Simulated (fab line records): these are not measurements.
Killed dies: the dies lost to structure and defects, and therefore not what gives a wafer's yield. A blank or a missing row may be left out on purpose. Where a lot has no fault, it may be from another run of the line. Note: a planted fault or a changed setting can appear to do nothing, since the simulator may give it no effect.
Struck lot and sound lot, side by side :: flow sky130 :: 15 out of 708 route steps
Sound: these wafers, L487.2, L487.4, L487.6. The struck wafers were L488.1, L488.3, L488.6. The cause is given at the end.
At each step with rows: each side's tool, then ch and its chambers, then its first start. Under that, the readings that differ: sound wafers :: struck wafers :: difference of the means :: sigmas: that difference in standard deviations of wafers without a fault.
alike: readings with means less than 2 such deviations apart, plus words and numbers identical on both sides. not compared: withheld readings, readings lacking a value on some wafer, bounds such as >300 that could conceal the same value, and numbers that have no deviation in the record and whose values overlap.
A row with sigmas, a row that says differs or no value, or rows on one side alone: a step with any of these is where the two part. Non-overlapping numbers with no deviation appear without sigmas and do not part them. Lack of a reading on every wafer of one side parts them only where that side has two or more wafers.

first, 5 steps without rows for these wafers: SKY_VT_ADJUST_LVTN_COAT_02 (resist thk 3000 nm); SKY_VT_ADJUST_LVTN_SOFTBAKE_03; SKY_VT_ADJUST_LVTN_EXPOSE_04 (exposes mask NWM COMPLEMENT LESS NATIVE, target cd 840 nm); SKY_VT_ADJUST_LVTN_PEB_05; SKY_VT_ADJUST_LVTN_DEVELOP_06 (develop time 60 s).
SKY_VT_ADJUST_LVTN_OVL_MEAS_07:
  sound on overlay-02 at day 7 17:28; struck on overlay-01 at day 7 21:05
  alike: VT_ADJUST_LVTN_OVL
following that, these wafers have no rows for 1 step: SKY_VT_ADJUST_LVTN_IMPLANT_08.
SKY_VT_ADJUST_LVTN_STRIP_09: strips in O2/N2.
  sound on plasma asher-04 ch 0, day 7 17:39; struck on plasma asher-02 ch 0,1, day 7 21:16
  alike: drypump motor current A, oes product au, strip time to endpoint s
  not compared: rf hours counter h
SKY_VT_ADJUST_LVTN_TW_MEAS_10:
  sound on film metro-02 at day 7 17:46; struck on film metro-02 at day 7 21:22
  alike: VT_ADJUST_LVTN_TW
then, 3 steps without rows for these wafers: SKY_VT_ADJUST_LVTN_DEHYDRATE_11 (time 60 s); SKY_VT_ADJUST_LVTN_HMDS_12 (prime time 61.03 s); SKY_VT_ADJUST_LVTN_COAT_13 (resist thk 1140 nm).
SKY_VT_ADJUST_LVTN_SOFTBAKE_14: time 60 s.
  sound on litho track-04 ch 0, day 8 03:59; struck on litho track-04 ch 0, day 8 07:25
reading: run length s (s)
sound: 89.16 89.02 89.02
struck: 99.40 99.29 99.30
difference: +10.26
sigmas: +60
  alike: exhaust pa
then, 1 step without rows for these wafers: SKY_VT_ADJUST_LVTN_EXPOSE_15 (exposes mask HVN STD DERIVED, target cd 600 nm).
-- a jump in the record: the struck wafers' starts before and after are 39 days apart (it breaks off in module VT_ADJUST_LVTN and resumes in module PAD_OPEN, where the first step shown is number 708 of the route) --
SKY_PAD_OPEN_PROBE_99:
  only the struck wafers here have rows in the record (prober-02, day 46 22:41); the sound ones have none

## WHERE THEY PART
Last at SKY_PAD_OPEN_PROBE_99 as far as this record goes, first at SKY_VT_ADJUST_LVTN_SOFTBAKE_14.

WHY: what the simulator had put in
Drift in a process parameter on litho track-04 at SKY_VT_ADJUST_LVTN_SOFTBAKE_14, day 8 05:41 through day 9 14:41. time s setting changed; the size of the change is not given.
